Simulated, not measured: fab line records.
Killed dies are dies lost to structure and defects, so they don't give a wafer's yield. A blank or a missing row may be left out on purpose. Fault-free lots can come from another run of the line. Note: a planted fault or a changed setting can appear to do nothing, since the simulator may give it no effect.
Matching of chambers	flow gf180mcu	3 sister chambers for GF_V4_CMP_04 on cmp-02
The step polishes SiO2. 14 wafers are shown with their chamber, then 5 later ones without.

WAFERS, EACH WITH ITS CHAMBER
wafer	chamber	motor-current-A (A)	time-to-endpoint-s (s)
L633.4	1	12.9	79
L633.5	0	12.2	81
L633.6	1	11.7	84
L636.1	2	11.7	79
L636.2	0	10.7	77
L636.4	1	12.7	80
L638.1	1	12.7	82
L638.4	2	12.2	90
L638.5	2	11.6	87
L640.2	2	11.3	80
L640.4	1	12.0	87
L640.6	2	11.7	86
L641.2	0	11.6	81
L641.3	2	11.7	89

SIGNATURES, as means of the wafers listed above
reading	chamber 0	chamber 1	chamber 2	scatter within a chamber
motor-current-A	11.500	12.400	11.700	0.49
time-to-endpoint-s	79.67	82.40	85.17	3.8
Rule: a wafer lies at a distance from a chamber equal to the root of the sum of squares, over the readings, of (its reading less the chamber's mean, divided by the reading's scatter). The wafer belongs to the nearest chamber; if the next one is less than 2 further off, it can't be placed. The scatter: take each reading less its chamber's mean, square it, sum over the shown wafers, divide by the number of wafers less the number of chambers, and take the root.

WAFERS MISSING THEIR CHAMBER
wafer	motor-current-A (A)	time-to-endpoint-s (s)
L641.6	11.7	81
L655.4	12.0	84
L655.5	11.9	80
L656.2	12.3	84
L656.3	11.8	77

EACH ONE'S CHAMBER
wafer	from the rows above	in truth
L641.6	can't be placed: 0 or 2 or 1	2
L655.4	can't be placed: 2 or 1 or 0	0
L655.5	can't be placed: 0 or 1 or 2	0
L656.2	can't be placed: 1 or 2 or 0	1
L656.3	can't be placed: 0 or 1 or 2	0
Correct placement for 0 of the 5. Not placeable from these rows: 5 (in 5, the candidates include the true chamber). Placed wrongly: 0.
